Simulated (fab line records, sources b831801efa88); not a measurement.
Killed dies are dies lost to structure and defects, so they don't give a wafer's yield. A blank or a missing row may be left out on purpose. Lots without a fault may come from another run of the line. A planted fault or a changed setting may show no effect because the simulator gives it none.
Chamber matching | flow gf180mcu | GF_CONTACT_ETCH_17 on rie_diel-01: 4 sister chambers
The step etches SiO2 in C4F8/O2/Ar, stops on CoSi2, target depth 860 nm. 16 wafers are shown with their chamber, then 8 later ones without.

WAFERS WITH THEIR CHAMBER
wafer  | chamber | oes_product_au (a.u.)
L660.3 | 2       | 0.808
L660.5 | 2       | 0.815
L660.6 | 3       | 0.816
L663.1 | 2       | 0.809
L663.2 | 3       | 0.816
L663.3 | 0       | 0.824
L664.2 | 2       | 0.815
L664.4 | 1       | 0.815
L664.5 | 3       | 0.819
L671.1 | 3       | 0.818
L671.2 | 1       | 0.814
L671.5 | 2       | 0.821
L672.3 | 0       | 0.808
L672.5 | 3       | 0.818
L672.6 | 0       | 0.807
L681.1 | 2       | 0.824

SIGNATURES (means of the wafers above)
reading        | chamber 0 | chamber 1 | chamber 2 | chamber 3 | scatter within a chamber
oes_product_au | 0.81300   | 0.81450   | 0.81533   | 0.81740   | 0.00571
Rule: a wafer's distance from a chamber is the root of the sum, over the readings, of the square of ((its reading less the chamber's mean) divided by the reading's scatter). The wafer belongs to the nearest chamber; if the next one is less than 2 further off, it can't be placed. The scatter: the root of (the sum of the squares of (reading less its chamber's mean) over the shown wafers, divided by (wafers less chambers)).

WAFERS WITHOUT THEIR CHAMBER
wafer  | oes_product_au (a.u.)
L681.4 | 0.814
L681.6 | 0.818
L682.3 | 0.820
L682.4 | 0.806
L682.5 | 0.815
L683.2 | 0.814
L683.4 | 0.810
L683.5 | 0.812

WHICH CHAMBER EACH WENT THROUGH
wafer  | from the rows above               | in truth
L681.4 | can't be placed: 1 or 0 or 2 or 3 | 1
L681.6 | can't be placed: 3 or 2 or 1 or 0 | 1
L682.3 | can't be placed: 3 or 2 or 1 or 0 | 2
L682.4 | can't be placed: 0 or 1 or 2 or 3 | 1
L682.5 | can't be placed: 2 or 1 or 0 or 3 | 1
L683.2 | can't be placed: 1 or 0 or 2 or 3 | 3
L683.4 | can't be placed: 0 or 1 or 2 or 3 | 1
L683.5 | can't be placed: 0 or 1 or 2 or 3 | 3
Placed correctly: 0 of 8. Can't be placed from these rows: 8 (the true chamber is among the candidates in 8). Placed wrongly: 0.
